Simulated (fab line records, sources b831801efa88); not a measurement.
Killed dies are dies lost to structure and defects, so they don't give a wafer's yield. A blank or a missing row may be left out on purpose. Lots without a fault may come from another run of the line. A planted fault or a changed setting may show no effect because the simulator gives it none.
Problem report in the 8D (eight disciplines) form, filled by code | flow sky130 | the parts of the form that need people (team, actions taken, sign-off) are left out

1. THE PROBLEM
SONOS_ONO_CVD_02_THK at SKY_SONOS_ONO_THK_MEAS_03 reads a mean of 11.15 nm on 6 wafers of 2 lots; wafers without a fault read 10.53 nm with a standard deviation of 0.1. That is +6.2 standard deviations from the usual mean.
First seen on wafer L702.1, day 12 21:49, on film_metro-04. The record holds 42 wafers of 14 lots with a number at this step. Rule for "out", or "out of limits": more than 4 standard deviations from the usual mean. The other wafers with a number count as sound.

2. WHAT IT IS AND WHAT IT IS NOT
question                    | is                           | is not
which readings at this step | SONOS_ONO_CVD_02_THK         | -
which lots                  | L702, L703                   | L698, L699, L700, L701, L712, L713, L714, L715, L718, L719, L720, L721
which wafers of those lots  | all that have a number       | -
read on which gauges        | film_metro-01, film_metro-04 | film_metro-02
when                        | from day 12 21:49            | up to then (12 sound wafers); but 24 sound wafers of L712, L713, L714, L715, L718, L719, L720, L721 came after

3. SUSPECTS, AND WHAT RULES EACH OUT
Counting: a tool at a process step up to the reading stays a suspect if it ran every lot that is out and no sound lot after the first of them.
- the gauge at SKY_SONOS_ONO_THK_MEAS_03: ruled out. The wafers that are out were read on 2 gauges (film_metro-01, film_metro-04).
- lpcvd-02 at SKY_SONOS_ONO_CVD_02 (deposits Si3N4 from DCS/NH3, target thk 10.5 nm, time 180 s): ruled out as a lasting fault. Sound lots L712, L713, L714, L715, L718, L719, L720, L721 ran on it after its first lot that is out, L702 (day 12 20:46).
Left after counting: nothing in the record.

4. THE CAUSE (what the simulator had put in)
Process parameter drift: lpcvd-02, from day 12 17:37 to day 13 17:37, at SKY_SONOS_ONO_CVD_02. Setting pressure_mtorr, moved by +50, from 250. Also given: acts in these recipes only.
Counting ruled it out, wrongly: the rule takes a fault to strike every lot that its tool runs from its start on, and this one did not.

5. THE CHAIN OF EFFECTS, in route order
Each row: a reading whose mean over the struck wafers that have a number lies more than 3 standard deviations from the usual. Only readings for which the record gives a usual standard deviation are gone through. hours: the time from each lot's start at the first step in this table that gives one to its start at this step, as a median over the lots. sigmas: the change in usual standard deviations.
hours | step                      | reading              | usual       | on struck wafers | change | sigmas
0     | SKY_SONOS_ONO_CVD_02      | pressure_mtorr       | 250.1 mTorr | 300.4            | +50.3  | +99 or more
1     | SKY_SONOS_ONO_THK_MEAS_03 | SONOS_ONO_CVD_02_THK | 10.53 nm    | 11.15            | +0.62  | +6.2
The process steps in it:
- SKY_SONOS_ONO_CVD_02: deposits Si3N4 from DCS/NH3, target thk 10.5 nm, time 180 s.

6. WHAT WOULD HAVE CAUGHT IT SOONER
In this record the first reading out of limits at a measuring or inspecting step was taken at day 12 21:49, 4 hours after the fault began at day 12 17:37.
The tool's own readings at SKY_SONOS_ONO_CVD_02 were out on every struck wafer that the step has a row for (pressure_mtorr): an alarm limit on them would have fired on the first of those.
